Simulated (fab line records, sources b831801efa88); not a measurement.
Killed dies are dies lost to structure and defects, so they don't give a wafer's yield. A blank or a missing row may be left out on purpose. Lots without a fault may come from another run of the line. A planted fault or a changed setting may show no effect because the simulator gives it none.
Problem report in the 8D (eight disciplines) form, filled by code | flow sky130 | the parts of the form that need people (team, actions taken, sign-off) are left out

1. THE PROBLEM
LDD_N_OVL at SKY_LDD_N_OVL_MEAS_07 reads a mean of 69.4 nm on 6 wafers of 2 lots; wafers without a fault read -1.3 nm with a standard deviation of 1.3. That is +54 standard deviations from the usual mean.
First seen on wafer L731.3, day 24 19:58, on overlay-01. The record holds 42 wafers of 14 lots with a number at this step. Rule for "out", or "out of limits": more than 4 standard deviations from the usual mean. The other wafers with a number count as sound.

2. WHAT IT IS AND WHAT IT IS NOT
question                    | is                     | is not
which readings at this step | LDD_N_OVL              | -
which lots                  | L731, L732             | L711, L712, L714, L715, L716, L717, L718, L719, L720, L721, L723, L726
which wafers of those lots  | all that have a number | -
read on which gauges        | overlay-01, overlay-02 | -
when                        | from day 24 19:58      | up to then (36 sound wafers)

3. SUSPECTS, AND WHAT RULES EACH OUT
Counting: a tool at a process step up to the reading stays a suspect if it ran every lot that is out and no sound lot after the first of them.
- the gauge at SKY_LDD_N_OVL_MEAS_07: ruled out. The wafers that are out were read on 2 gauges (overlay-01, overlay-02).
- iline_stepper-01 at SKY_LDD_N_EXPOSE_04 (exposes mask NTM, target cd 840 nm): kept. It ran every lot that is out, first L731 (day 24 05:04), and no sound lot after that; its last sound lot up to then is L723 (day 21 16:41).
Left after counting: iline_stepper-01 at SKY_LDD_N_EXPOSE_04.

4. THE CAUSE (what the simulator had put in)
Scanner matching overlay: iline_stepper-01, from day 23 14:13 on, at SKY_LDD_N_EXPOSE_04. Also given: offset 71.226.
Counting left only this tool.

5. THE CHAIN OF EFFECTS, in route order
Each row: a reading whose mean over the struck wafers that have a number lies more than 3 standard deviations from the usual. Only readings for which the record gives a usual standard deviation are gone through. hours: the time from each lot's start at the first step in this table that gives one to its start at this step, as a median over the lots. sigmas: the change in usual standard deviations.
hours | step                  | reading   | usual   | on struck wafers | change | sigmas
0     | SKY_LDD_N_OVL_MEAS_07 | LDD_N_OVL | -1.3 nm | 69.4             | +70.7  | +54
Later measuring or inspecting steps at which every struck wafer that the step has a row for has a number for every such reading, and none has moved that far: SKY_LDD_N_TW_MEAS_17.

6. WHAT WOULD HAVE CAUGHT IT SOONER
In this record the first reading out of limits at a measuring or inspecting step was taken at day 24 19:58, 30 hours after the fault began at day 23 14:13.
All the lots that are out (2) had begun SKY_LDD_N_EXPOSE_04 on iline_stepper-01 by day 24 19:58. A hold on the tool at that time would have spared none of them.
